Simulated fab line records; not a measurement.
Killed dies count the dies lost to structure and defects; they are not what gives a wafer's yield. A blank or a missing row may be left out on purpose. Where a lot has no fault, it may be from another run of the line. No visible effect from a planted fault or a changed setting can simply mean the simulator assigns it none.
Matching of chambers	flow gf180mcu	cmp-01 running GF_V3_CMP_04: 4 sister chambers
The step polishes SiO2. 7 wafers are shown with their chamber, then 7 later ones without.

== WAFERS PAIRED WITH THEIR CHAMBERS ==
wafer	chamber	motor current A (A)	time to endpoint s (s)
L673.2	2	12.3	87
L674.2	1	11.9	76
L675.1	0	11.5	77
L675.5	3	10.3	84
L675.6	2	12.8	88
L678.1	3	10.5	79
L678.3	1	12.0	79

== WAFERS WITH NO CHAMBER GIVEN ==
wafer	motor current A (A)	time to endpoint s (s)
L678.5	12.0	82
L679.1	11.5	70
L679.2	12.7	81
L679.5	11.3	83
L683.4	12.1	86
L683.5	11.9	88
L683.6	11.4	83

== EACH ONE'S CHAMBER ==
wafer	from the rows above	in truth
L678.5	can't be placed: 1 or 0 or 2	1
L679.1	can't be placed: 0 or 1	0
L679.2	can't be placed: 2 or 1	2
L679.5	can't be placed: 0 or 1 or 3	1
L683.4	can't be placed: 2 or 1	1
L683.5	can't be placed: 2 or 1 or 0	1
L683.6	can't be placed: 0 or 1 or 3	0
Correctly placed: 0 of 7. Can't be placed from these rows: 7 (the true chamber is among the candidates in 7). Number placed wrongly: 0.
How it was worked out, from the rows above alone: a wafer's distance from a chamber is the root of the sum, over the readings, of the square of ((its reading less the chamber's mean) divided by the reading's scatter). If the next closest chamber is less than 2 further off than the closest, the wafer can't be placed; otherwise it belongs to the closest. For every chamber, the mean is computed from those of its wafers that are shown. How the scatter is found: for the shown wafers, subtract from each reading the mean of its chamber, square and add these, divide the total by (wafers less chambers), then take the root.
